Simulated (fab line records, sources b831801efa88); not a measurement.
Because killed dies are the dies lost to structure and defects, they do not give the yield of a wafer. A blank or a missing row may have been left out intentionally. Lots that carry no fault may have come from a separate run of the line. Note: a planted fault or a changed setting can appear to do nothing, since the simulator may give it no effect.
What tool caused it? ; flow gf180mcu ; 11 lots, 33 wafers sampled, at 5 steps of a route of 602

WHAT THE GAUGES SHOWED, per wafer
GF_M4_THK_MEAS_06: measures by xrf. Usual: for M4_ALCU_THK the level is 449 nm and the standard deviation is 5.4.
lot;measured;on;M4_ALCU_THK (nm);flag
L896;day 22 19:50;filmMetro-03;456 451 447;
L899;day 23 08:24;filmMetro-01;452 446 445;
L901;day 24 05:46;filmMetro-03;455 450 457;
L902;day 24 19:03;filmMetro-03;455 458 453;
L905;day 25 21:47;filmMetro-03;442 445 448;
L909;day 27 05:43;filmMetro-01;441 450 441;
L911;day 27 19:37;filmMetro-03;454 453 452;
L913;day 28 08:49;filmMetro-01;455 451 453;
L912;day 28 10:39;filmMetro-03;454 452 457;
L917;day 29 06:21;filmMetro-01;463 463 456;
L919;day 30 00:59;filmMetro-03;447 444 444;

GF_V4_THK_MEAS_03. Usual: for V4_CVD_02_THK the level is 846 nm and the standard deviation is 11.
lot;measured;on;V4_CVD_02_THK (nm);flag
L896;day 23 19:10;filmMetro-01;839 840 846;
L899;day 24 07:31;filmMetro-01;838 835 841;
L901;day 25 05:07;filmMetro-04;859 865 863;
L902;day 25 18:03;filmMetro-04;853 847 772;
L905;day 26 19:36;filmMetro-04;830 847 869;
L909;day 28 03:03;filmMetro-04;841 862 854;
L911;day 28 15:50;filmMetro-02;852 851 854;
L913;day 29 05:17;filmMetro-01;852 840 853;
L912;day 29 06:49;filmMetro-04;834 830 836;
L917;day 30 01:55;filmMetro-02;830 842 841;
L919;day 30 19:55;filmMetro-02;843 835 858;

TOOL THAT RAN EACH LOT (tool first, then ch and the chambers of the sampled wafers, then the start)
lot;GF_M4_SPUTTER_01;GF_M4_METAL_ETCH_16;GF_V4_CVD_02
L896;pvdSputter-03, day 22 19:36;rieMetal-04 ch 0,1, day 23 18:18;pecvd-01 ch 0,1,2, day 23 19:06
L899;pvdSputter-02, day 23 08:08;rieMetal-04 ch 0, day 24 06:39;pecvd-02 ch 0,2, day 24 07:26
L901;pvdSputter-02, day 24 05:30;rieMetal-02 ch 0,1, day 25 04:15;pecvd-01 ch 1,2, day 25 05:02
L902;pvdSputter-02, day 24 18:47;rieMetal-02 ch 0,1, day 25 17:11;pecvd-02 ch 0,1,2, day 25 17:59
L905;pvdSputter-01, day 25 21:31;rieMetal-02 ch 0,1, day 26 18:45;pecvd-03 ch 0,1,2, day 26 19:32
L909;pvdSputter-03, day 27 05:28;rieMetal-04 ch 0,1, day 28 02:12;pecvd-01 ch 1,2, day 28 02:58
L911;pvdSputter-01, day 27 19:22;rieMetal-04 ch 1, day 28 14:58;pecvd-01 ch 0,1, day 28 15:45
L913;pvdSputter-01, day 28 08:34;rieMetal-04 ch 0,1, day 29 04:24;pecvd-01 ch 0,2, day 29 05:12
L912;pvdSputter-03, day 28 10:25;rieMetal-02 ch 0,1, day 29 05:55;pecvd-03 ch 0,1,2, day 29 06:44
L917;pvdSputter-02, day 29 06:07;rieMetal-03 ch 0,1, day 30 01:03;pecvd-02 ch 0,1, day 30 01:50
L919;pvdSputter-01, day 30 00:44;rieMetal-02 ch 1, day 30 19:03;pecvd-02 ch 0,2, day 30 19:50
- GF_M4_SPUTTER_01: material TiN, target thk 30 nm, time 25 s.
- GF_M4_METAL_ETCH_16: etches the open film in Cl2/BCl3, stops on SiO2, target depth 750.8 nm, time 125.1 s.
- GF_V4_CVD_02: deposits SiO2 from TEOS, target thk 850 nm, time 94.851 s.

WHAT THE TOOLS THEMSELVES READ (means of the sampled wafers that have a number; where no wafer has one, the mark that the record gives instead)
GF_M4_SPUTTER_01. Usual: cathodeDcPowerW 6500.0 W, standard deviation 1.2; throttleValvePct 29.8 %, standard deviation 1.1.
lot;tool;cathodeDcPowerW (W);throttleValvePct (%);flag
L896;pvdSputter-03;6499.5;29.5;
L899;pvdSputter-02;6499.9;29.6;
L901;pvdSputter-02;6500.3;31.0;
L902;pvdSputter-02;6500.7;28.8;
L905;pvdSputter-01;6500.0;29.6;
L909;pvdSputter-03;6500.5;30.1;
L911;pvdSputter-01;6500.7;30.2;
L913;pvdSputter-01;6498.8;30.2;
L912;pvdSputter-03;6499.8;29.5;
L917;pvdSputter-02;6499.9;29.7;
L919;pvdSputter-01;6499.1;31.0;

GF_M4_METAL_ETCH_16. Usual: drypumpMotorCurrentA 5.9 A, standard deviation 0.55; oesProductAu 0.989 a.u., standard deviation 0.0058; throttleValvePct 28.232 %, standard deviation 0.01.
lot;tool;drypumpMotorCurrentA (A);oesProductAu (a.u.);throttleValvePct (%);flag
L896;rieMetal-04;6.6;0.991;28.230;
L899;rieMetal-04;6.8;0.989;28.229;
L901;rieMetal-02;5.4;0.989;28.237;
L902;rieMetal-02;5.8;0.993;28.235;
L905;rieMetal-02;5.5;0.989;28.232;
L909;rieMetal-04;6.5;0.991;28.235;
L911;rieMetal-04;6.3;0.981;28.248;
L913;rieMetal-04;6.6;0.988;28.237;
L912;rieMetal-02;5.5;0.995;28.224;
L917;rieMetal-03;5.5;0.986;28.232;
L919;rieMetal-02;5.2;0.990;28.228;

GF_V4_CVD_02. Usual: 630 W for heaterPowerW, sd 66.
lot;tool;heaterPowerW (W);flag
L896;pecvd-01;647;
L899;pecvd-02;627;
L901;pecvd-01;641;
L902;pecvd-02;603;
L905;pecvd-03;651;
L909;pecvd-01;687;
L911;pecvd-01;607;
L913;pecvd-01;594;
L912;pecvd-03;621;
L917;pecvd-02;683;
L919;pecvd-02;558;

THE ANSWER, worked out from the rows above alone
Rule: lot off if the mean of its wafers having a number is beyond 3 standard deviations from the usual mean. A lot without any number at a reading at which 4 lots or more have one is off too. The other lots that the step has rows for count as sound. The gauges are gone through in route order, then the tools' own readings, and for those a lot's mean is taken as printed above. The first step at which some lot is off is used, and at that step the reading that is off furthest; a lot without a number counts as furthest.
No lot is off on any of the readings shown, so nothing can be concluded from this.

WHAT WAS PUT IN BY THE SIMULATOR
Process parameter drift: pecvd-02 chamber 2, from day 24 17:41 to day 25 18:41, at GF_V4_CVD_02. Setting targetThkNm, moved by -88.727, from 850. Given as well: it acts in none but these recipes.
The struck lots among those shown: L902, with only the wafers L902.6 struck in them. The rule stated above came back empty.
